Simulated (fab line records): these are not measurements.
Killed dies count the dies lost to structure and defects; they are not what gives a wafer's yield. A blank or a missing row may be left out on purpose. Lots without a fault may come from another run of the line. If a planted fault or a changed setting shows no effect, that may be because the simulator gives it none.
Matching of chambers || flow sky130 || 4 sister chambers for SKY_FIELD_ISO_ETCH_17 on rie_si-01
The step etches Si in HBr/Cl2/O2, target depth 342 nm, time 97.7 s. 4 wafers are shown with their chamber, then 6 later ones without.

WAFERS PAIRED WITH THEIR CHAMBERS
{"wafer": "L192.2", "chamber": 0, "he_backside_leak_sccm (sccm)": 2.5}
{"wafer": "L195.4", "chamber": 3, "he_backside_leak_sccm (sccm)": 2.8}
{"wafer": "L200.4", "chamber": 1, "he_backside_leak_sccm (sccm)": 2.8}
{"wafer": "L200.5", "chamber": 2, "he_backside_leak_sccm (sccm)": 2.6}

WAFERS WITHOUT THEIR CHAMBER
{"wafer": "L200.6", "he_backside_leak_sccm (sccm)": 2.8}
{"wafer": "L204.1", "he_backside_leak_sccm (sccm)": 2.6}
{"wafer": "L204.2", "he_backside_leak_sccm (sccm)": 2.4}
{"wafer": "L204.3", "he_backside_leak_sccm (sccm)": 2.7}
{"wafer": "L205.3", "he_backside_leak_sccm (sccm)": 2.5}
{"wafer": "L205.6", "he_backside_leak_sccm (sccm)": 2.6}

EACH ONE'S CHAMBER
{"wafer": "L200.6", "from the rows above": "can't be placed: 1 or 3", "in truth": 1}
{"wafer": "L204.1", "from the rows above": "can't be placed: 2 or 0", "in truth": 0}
{"wafer": "L204.2", "from the rows above": "can't be placed: 0 or 2", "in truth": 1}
{"wafer": "L204.3", "from the rows above": "can't be placed: 1 or 3 or 2 or 0", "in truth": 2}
{"wafer": "L205.3", "from the rows above": "can't be placed: 0 or 2", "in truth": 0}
{"wafer": "L205.6", "from the rows above": "can't be placed: 2 or 0", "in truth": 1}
Placed correctly: 0 of 6. From these rows, 6 cannot be placed; in 4 the true chamber is one of the candidates. 0 placed wrongly.
How it was worked out, from the rows above alone: a wafer's distance from a chamber is the root of the sum, over the readings, of the square of ((its reading less the chamber's mean) divided by the reading's scatter). The wafer belongs to the nearest chamber; if the next one is less than 2 further off, it can't be placed. A chamber's mean is the mean of its shown wafers. The scatter (one wafer shown for each chamber): square how far every hidden wafer sits from the nearest shown wafer, average those squares and take the square root.
